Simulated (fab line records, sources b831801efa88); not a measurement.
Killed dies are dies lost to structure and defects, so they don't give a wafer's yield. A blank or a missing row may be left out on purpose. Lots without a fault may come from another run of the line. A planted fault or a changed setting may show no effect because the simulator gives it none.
Chamber matching | flow gf180mcu | GF_CONTACT_CVD_02 on pecvd-04: 3 sister chambers
The step deposits SiO2 from TEOS, target thk 860 nm, time 95.992 s. 20 wafers are shown with their chamber, then 9 later ones without.

WAFERS WITH THEIR CHAMBER
wafer  | chamber | heater_power_w (W)
L321.1 | 1       | 598
L321.3 | 2       | 859
L321.4 | 2       | 882
L325.1 | 1       | 618
L325.3 | 0       | 629
L325.5 | 2       | 891
L327.2 | 2       | 849
L327.4 | 0       | 632
L327.5 | 1       | 655
L328.4 | 0       | 509
L328.5 | 2       | 873
L328.6 | 1       | 632
L329.3 | 1       | 645
L329.5 | 0       | 604
L329.6 | 1       | 680
L330.1 | 0       | 569
L330.5 | 2       | 911
L339.2 | 2       | 852
L339.4 | 1       | 523
L339.5 | 0       | 632

SIGNATURES (means of the wafers above)
reading        | chamber 0 | chamber 1 | chamber 2 | scatter within a chamber
heater_power_w | 595.83    | 621.57    | 873.86    | 42.4
Rule: a wafer's distance from a chamber is the root of the sum, over the readings, of the square of ((its reading less the chamber's mean) divided by the reading's scatter). The wafer belongs to the nearest chamber; if the next one is less than 2 further off, it can't be placed. The scatter: the root of (the sum of the squares of (reading less its chamber's mean) over the shown wafers, divided by (wafers less chambers)).

WAFERS WITHOUT THEIR CHAMBER
wafer  | heater_power_w (W)
L341.1 | 626
L341.4 | 505
L341.5 | 869
L343.3 | 589
L343.4 | 634
L343.5 | 623
L344.1 | 841
L344.2 | 608
L344.3 | 638

WHICH CHAMBER EACH WENT THROUGH
wafer  | from the rows above     | in truth
L341.1 | can't be placed: 1 or 0 | 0
L341.4 | can't be placed: 0 or 1 | 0
L341.5 | 2                       | 2
L343.3 | can't be placed: 0 or 1 | 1
L343.4 | can't be placed: 1 or 0 | 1
L343.5 | can't be placed: 1 or 0 | 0
L344.1 | 2                       | 2
L344.2 | can't be placed: 0 or 1 | 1
L344.3 | can't be placed: 1 or 0 | 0
Placed correctly: 2 of 9. Can't be placed from these rows: 7 (the true chamber is among the candidates in 7). Placed wrongly: 0.
